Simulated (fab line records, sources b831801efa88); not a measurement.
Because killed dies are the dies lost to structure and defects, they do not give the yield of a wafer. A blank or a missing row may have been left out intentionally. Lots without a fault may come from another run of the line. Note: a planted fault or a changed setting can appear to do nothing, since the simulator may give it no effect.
Struck lot and sound lot, side by side | flow gf180mcu | 16 out of 602 route steps
Sound: the wafers L154.1, L154.2, L154.3. Struck: wafers L157.1, L157.2, L157.3. The cause comes at the end.
At each step with rows: each side's tool, then ch and its chambers, then its first start. Under that, the readings that differ: sound wafers | struck wafers | difference of the means | sigmas: that difference in standard deviations of wafers without a fault.
alike: readings whose means differ by less than 2 such deviations, and words and numbers that are the same on both sides. not compared: withheld readings, readings that some wafer has no value for, bounds like >300 that may hide the same value, and numbers for which the record gives no deviation and whose values overlap.
Wherever a step has rows on one side only, a row that says differs or no value, or a row with sigmas, the two part there. When numbers do not overlap yet have no deviation, they are printed without sigmas and do not part them. A reading that every wafer of one side lacks parts them only if that side has two wafers or more.

GF_MIM_STRIP_20: strips in O2/N2.
  sound on plasma asher-04 ch 0,1, day 28 05:43; struck on plasma asher-04 ch 0,1, day 29 19:16
  alike: drypump motor current A, heater power w, o2 flow sccm, oes product au, platen temp c, strip time to endpoint s
  not compared: rf hours counter h
then, 9 steps without rows for these wafers: GF_MIM_STRIP_21 (strips in post etch residue remover, time 1200 s); GF_MIM_CLEAN_22 (cleans in DIW); GF_M5_DEHYDRATE_00 (time 60 s); GF_M5_HMDS_01 (prime time 60 s); GF_M5_COAT_02 (resist thk 1000 nm); GF_M5_SOFTBAKE_03 (time 60 s); GF_M5_EXPOSE_04 (exposes mask Metal5, target cd 280 nm); GF_M5_PEB_05 (peb time 90 s); GF_M5_DEVELOP_06 (develop time 60 s).
GF_M5_CD_MEAS_07: the cd target is 280 nm.
  sound on cd sem-01, day 29 01:36; struck on cd sem-02, day 30 14:24
  alike: cd nm
GF_M5_OVL_MEAS_08:
  sound on overlay-01, day 29 01:43; struck on overlay-02, day 30 14:31
  alike: M5_OVL
GF_M5_ETCH_09: etches Si3N4 in CF4/O2, target depth 52 nm, time 11.6 s.
  sound on rie diel-01 ch 0,2,3, day 29 01:46; struck on rie diel-01 ch 0,2,3, day 30 14:34
  no value came back on the struck wafers for any of 6 readings (O2_flow_sccm (sccm), bias w (W) and others); on the sound wafers O2_flow_sccm (sccm) reads 10.05 9.98 10.04
  reading                             | sound             | struck            | difference | sigmas
  model.KrF_of_M5_COAT_02.thk nm (nm) | 948.7 946.7 950.6 | 986.2 986.6 985.6 | +37.5      |
GF_M5_METAL_ETCH_10: etches the open film in Cl2/BCl3, stops on SiO2, target depth 627.5 nm, time 104.6 s.
  sound on rie metal-04 ch 0,1, day 29 01:47; struck on rie metal-03 ch 0,1, day 30 14:35
  reading                             | sound           | struck            | difference | sigmas
  model.KrF_of_M5_COAT_02.thk nm (nm) | 700.3 695 700.4 | 734.8 738.5 733.9 | +37.2      |
  alike: bcl3 flow sccm, bias w, drypump motor current A, oes product au, throttle valve pct
  not compared: rf hours counter h
GF_M5_STRIP_11: strips in O2/N2.
  sound on plasma asher-03 ch 0,1, day 29 01:53; struck on plasma asher-04 ch 0,1, day 30 14:41
  reading                      | sound             | struck            | difference | sigmas
  oes product au (a.u.)        | 0.538 0.536 0.548 | 0.559 0.556 0.563 | +0.019     | +4
  strip time to endpoint s (s) | 7.54 7.48 7.54    | 7.88 7.92 7.86    | +0.37      | +7
  alike: drypump motor current A, heater power w, o2 flow sccm, platen temp c
  not compared: rf hours counter h
then, 1 step without rows for these wafers: GF_M5_STRIP_12 (strips in post etch residue remover, time 1200 s).

== WHERE THEY PART ==
First at GF_M5_ETCH_09; last, within this record, at GF_M5_STRIP_11.

WHY: whatever the simulator had introduced
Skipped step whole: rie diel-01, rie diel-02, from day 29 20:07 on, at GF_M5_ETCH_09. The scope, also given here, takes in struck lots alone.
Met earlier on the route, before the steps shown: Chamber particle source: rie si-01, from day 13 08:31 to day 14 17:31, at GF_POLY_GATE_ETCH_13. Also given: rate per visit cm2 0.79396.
